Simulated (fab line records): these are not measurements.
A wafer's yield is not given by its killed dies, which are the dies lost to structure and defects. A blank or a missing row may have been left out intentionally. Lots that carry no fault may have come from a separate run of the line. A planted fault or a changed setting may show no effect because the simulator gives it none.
8D (eight disciplines) problem report, filled in by code || flow sfq_line || the parts of the form that need people (team, actions taken, sign-off) are left out

## 1. WHAT IS WRONG
Wafers without a fault read 212 s, standard deviation 7.8; time_to_endpoint_s at SFQ_TRILAYER_I7_CMP_CMP_184 reads a mean of 284 s on 4 wafers belonging to 3 lots. Relative to the usual mean, that is a shift of +9.3 standard deviations.
The step: polishes SiO2.
The first sign was on wafer L660.4 at day 70 04:06, on cmp-02. The record holds 45 wafers of 15 lots with a number at this step. The rule behind "out" and "out of limits": a value lying over 4 standard deviations away from the usual mean. Any other wafer with a number is counted as sound.

## 2. WHAT IT IS; WHAT IT IS NOT
{"question": "which readings at this step", "is": "time_to_endpoint_s", "is not": "motor_current_A"}
{"question": "which lots", "is": "L660, L662, L663", "is not": "L650, L651, L652, L653, L654, L655, L656, L657, L658, L659, L670, L673"}
{"question": "which wafers of those lots", "is": "L660.4, L662.2, L663.2, L663.4", "is not": "L660.3, L660.6, L662.3, L662.6, L663.6"}
{"question": "read on which tools", "is": "cmp-02", "is not": "cmp-01"}
{"question": "when", "is": "from day 70 04:06", "is not": "up to then (31 sound wafers); but 10 sound wafers of L660, L662, L663, L670, L673 came after"}

## 3. THE SUSPECTS, EACH WITH WHAT RULES IT OUT
Counting: any tool at a process step up to the reading remains a suspect provided it ran every lot that is out. Sound lots after the first of them don't rule it out here, since some wafers of a struck lot are sound.
- cmp-02 at SFQ_TRILAYER_I7_CMP_CMP_184 (polishes SiO2): kept. It ran every lot that is out, first L660 (day 70 04:06); its last sound lot up to then is L659 (day 66 08:22). On those wafers its own readings are out: time_to_endpoint_s.
After counting, what remains is cmp-02 at SFQ_TRILAYER_I7_CMP_CMP_184.

## 4. THE CAUSE (what the simulator had put in)
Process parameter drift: cmp-02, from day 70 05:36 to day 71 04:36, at SFQ_TRILAYER_I7_CMP_CMP_184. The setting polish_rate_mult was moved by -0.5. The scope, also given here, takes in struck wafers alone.
After counting, this tool was the only one left.

## 5. SEQUENCE OF EFFECTS, ordered by route
Each row: a reading whose mean over the struck wafers that have a number lies more than 3 standard deviations from the usual. Readings are gone through only where the record gives a usual standard deviation; hours: the median, over the lots, of the time from a lot's start at the first step in this table giving one to that lot's start at this step; sigmas: the change measured in usual standard deviations.
{"hours": 0, "step": "SFQ_TRILAYER_I7_CMP_CMP_184", "reading": "time_to_endpoint_s", "usual": "212 s", "on struck wafers": 284, "change": "+72", "sigmas": "+9.3"}
{"hours": 8, "step": "SFQ_TRILAYER_I7_METRO_MEASURE_185", "reading": "thk_nm", "usual": "199.8 nm", "on struck wafers": 306.1, "change": "+106.3", "sigmas": "+89"}
{"hours": 94, "step": "SFQ_TRILAYER_I7_VIA_ETCH_VIA_ETCH_190", "reading": "oes_product_au", "usual": "0.854 a.u.", "on struck wafers": 1.005, "change": "+0.151", "sigmas": "+26"}
Here are the process steps it includes:
- SFQ_TRILAYER_I7_CMP_CMP_184: polishes SiO2.
- SFQ_TRILAYER_I7_METRO_MEASURE_185
- SFQ_TRILAYER_I7_VIA_ETCH_VIA_ETCH_190: etches SiO2 in CHF3, stops on Nb, target depth 260 nm.
Later steps that measure or inspect, where all struck wafers having a row at the step show a number for every such reading and not one has moved that far: SFQ_I7_BOW_MEAS_946, SFQ_M8_RS_MEAS_949.

## 6. HOW IT WOULD HAVE BEEN CAUGHT EARLIER
In this record the first reading out of limits was taken at day 70 04:06.
